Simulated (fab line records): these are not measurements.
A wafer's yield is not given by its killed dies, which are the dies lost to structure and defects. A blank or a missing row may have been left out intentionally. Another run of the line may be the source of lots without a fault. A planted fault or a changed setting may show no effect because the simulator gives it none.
Struck lot and sound lot, side by side | flow sky130 | 15 steps out of a route of 708
Sound: the wafers L881.1, L881.2, L881.5. Struck: wafer L891.4. (L891.2, L891.3 of the same lot were not struck and are left out.) The cause comes at the end.
At each step with rows: each side's tool, then ch and its chambers, then its first start. Under that, the readings that differ: sound wafers | struck wafers | difference of the means | sigmas: that difference in standard deviations of wafers without a fault.
alike: readings with means less than 2 such deviations apart, plus words and numbers identical on both sides. not compared: withheld readings, readings lacking a value on some wafer, bounds such as >300 that could conceal the same value, and numbers that have no deviation in the record and whose values overlap.
The two part at a step that has a row with sigmas, a row that says differs or no value, or rows on one side only. Non-overlapping numbers with no deviation appear without sigmas and do not part them. A reading missing from all wafers of one side parts the sides only when that side holds two or more wafers.

SKY_SPACER_THK_MEAS_01:
  struck on film metro-02, day 28 13:35; sound on film metro-01, day 25 01:06
  alike: SPACER_CVD_00_THK
SKY_SPACER_ETCHBACK_02: etches Si3N4 in CH3F/O2, stops on SiO2, time 46.7 s, target depth 45 nm.
  sound on rie diel-03 ch 0,1,3, day 25 01:10; struck on rie diel-04 ch 0, day 28 13:38
  alike: drypump motor current A, oes product au, throttle valve pct
  not compared: rf hours counter h
then, 8 steps without rows for these wafers: SKY_POLY_CUT_DEHYDRATE_00 (time 60 s); SKY_POLY_CUT_HMDS_01 (prime time 60 s); SKY_POLY_CUT_COAT_02 (resist thk 60 nm); SKY_POLY_CUT_COAT_03 (resist thk 450 nm); SKY_POLY_CUT_SOFTBAKE_04 (time 90 s); SKY_POLY_CUT_EXPOSE_05 (exposes mask NPCM, target cd 270 nm); SKY_POLY_CUT_PEB_06; SKY_POLY_CUT_DEVELOP_07 (develop time 60 s).
SKY_POLY_CUT_CD_MEAS_08: target cd 270 nm.
  struck on cd sem-01, day 29 17:31; sound on cd sem-02, day 26 06:15
  alike: cd nm
SKY_POLY_CUT_OVL_MEAS_09:
  struck on overlay-01, day 29 17:38; sound on overlay-02, day 26 06:22
  alike: POLY_CUT_OVL
SKY_POLY_CUT_ETCH_10: etches BARC in N2/H2, stops on SiO2, time 45.9 s, target depth 60 nm.
  sound on rie diel-02 ch 0,1, day 26 06:25; struck on rie diel-04 ch 2, day 29 17:40
  reading                                    | sound             | struck | difference | sigmas
  model.SiO2_of_SONOS_ONO_CVD_04.thk nm (nm) | 4.426 4.514 4.535 | 4.057  | -0.435     |
  alike: drypump motor current A, oes product au, throttle valve pct
  not compared: rf hours counter h
SKY_POLY_CUT_ETCH_11: etches Si3N4 in CF4/CH2F2/Ar, stops on poly-Si, time 42.5 s, target depth 60 nm.
  sound on rie diel-02 ch 0,1, day 26 06:27; struck on rie diel-04 ch 2, day 29 17:42
  alike: cf4 flow sccm, drypump motor current A, oes product au, throttle valve pct
  not compared: rf hours counter h
SKY_PAD_OPEN_PROBE_99:
  the record has rows for the sound wafers here (prober-01, day 47 07:31) and none for the struck ones

== WHERE THEY PART ==
Only at SKY_PAD_OPEN_PROBE_99, within this record.

WHY: what had been put in by the simulator
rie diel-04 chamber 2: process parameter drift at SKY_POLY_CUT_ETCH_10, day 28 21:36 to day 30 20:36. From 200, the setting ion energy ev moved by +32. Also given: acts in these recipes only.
